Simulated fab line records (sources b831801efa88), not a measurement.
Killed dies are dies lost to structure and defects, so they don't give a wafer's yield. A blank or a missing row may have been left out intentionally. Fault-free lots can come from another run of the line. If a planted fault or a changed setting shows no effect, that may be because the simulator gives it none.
Which tool is to blame? ; flow sfq_line ; 14 lots, 42 wafers sampled, at 2 steps of a route of 325

WHAT EACH GAUGE READ, for each wafer
Not one reading of a measure or inspect step in the record can be checked against a usual standard deviation.

TOOL THAT RAN EACH LOT (tool first, then ch and the chambers of the sampled wafers, then the start)
lot;SFQ_TRILAYER_A5B_DEP_PECVD_129;SFQ_TRILAYER_A5B_METRO_MEASURE_131
L291;pecvd-04 ch 0,2, day 55 21:44;film_metro-03, day 56 00:50
L294;pecvd-04 ch 1,2, day 57 13:28;film_metro-02, day 57 16:45
L295;pecvd-01 ch 0,1,2, day 57 17:03;film_metro-04, day 57 20:08
L297;pecvd-04 ch 1,2, day 58 13:27;film_metro-02, day 58 16:44
L299;pecvd-02 ch 0,1,2, day 59 06:16;film_metro-03, day 59 09:21
L303;pecvd-04 ch 0,1, day 60 12:25;film_metro-04, day 60 15:32
L302;pecvd-01 ch 0,1, day 60 14:50;film_metro-02, day 60 17:56
L304;pecvd-02 ch 1,2, day 60 18:25;film_metro-02, day 61 00:41
L306;pecvd-02 ch 0,1,2, day 61 16:44;film_metro-02, day 61 19:50
L308;pecvd-01 ch 0,2, day 61 23:06;film_metro-02, day 62 02:11
L311;pecvd-04 ch 0,2, day 69 01:50;film_metro-04, day 69 05:08
L312;pecvd-04 ch 0,1, day 69 09:02;film_metro-03, day 69 12:47
L313;pecvd-01 ch 0,1,2, day 69 19:51;film_metro-02, day 69 22:56
L314;pecvd-01 ch 0,1, day 70 12:55;film_metro-04, day 70 16:01
- SFQ_TRILAYER_A5B_DEP_PECVD_129: deposits SiO2 from SiH4/N2O, time 133.33 s, target thk 600 nm.
- SFQ_TRILAYER_A5B_METRO_MEASURE_131

WHAT THE TOOLS THEMSELVES READ (means of the sampled wafers that have a number; where no wafer has one, the mark that the record gives instead)
SFQ_TRILAYER_A5B_DEP_PECVD_129.
lot;tool;chamber_pressure_Torr (Torr);heater_power_outer_w (W);heater_power_w (W);throttle_valve_pct (%)
L291;pecvd-04;2.403;32;92;25.8
L294;pecvd-04;2.402;35;93;24.2
L295;pecvd-01;2.400;35;93;23.9
L297;pecvd-04;2.403;34;91;24.4
L299;pecvd-02;2.398;31;82;22.1
L303;pecvd-04;-;-;-;-
L302;pecvd-01;-;-;-;-
L304;pecvd-02;2.407;33;83;22.0
L306;pecvd-02;2.396;35;85;22.3
L308;pecvd-01;2.398;39;103;24.3
L311;pecvd-04;2.402;32;90;25.8
L312;pecvd-04;2.398;29;81;25.6
L313;pecvd-01;2.402;35;92;24.6
L314;pecvd-01;2.392;37;86;25.0

THE ANSWER, worked out from the rows above alone
Rule: what is usual is taken from the lots themselves. The widest of any qualifying gaps counts: lots, ordered by their means at a reading, are off when they make up no more than a third of the lots, leave a main group of 4 or more, and stand apart from it by 3 or more times the standard deviation of that group's means. Not used: any main group whose means are identical at the precision the tables above print for the reading. Also off: a lot with no number at a reading for which 4 or more lots have one. Any other lot the step has rows for is counted as sound. The gauges are gone through in route order, then the tools' own readings, and for those a lot's mean is taken as printed above. The first step at which some lot is off is used, and at that step the reading that is off furthest; a lot without a number counts as furthest.
Off: L303, L302 (SFQ_TRILAYER_A5B_DEP_PECVD_129, chamber_pressure_Torr). Without a number there: L303, L302. Mean 2.400 Torr and standard deviation 0.0038 in the main group.
If a tool, at that step or one of the process steps before it, ran each lot that is off and ran no sound lot following the first of them, it fits. Not one of the candidates tried fits.

WHAT THE SIMULATOR PUT IN
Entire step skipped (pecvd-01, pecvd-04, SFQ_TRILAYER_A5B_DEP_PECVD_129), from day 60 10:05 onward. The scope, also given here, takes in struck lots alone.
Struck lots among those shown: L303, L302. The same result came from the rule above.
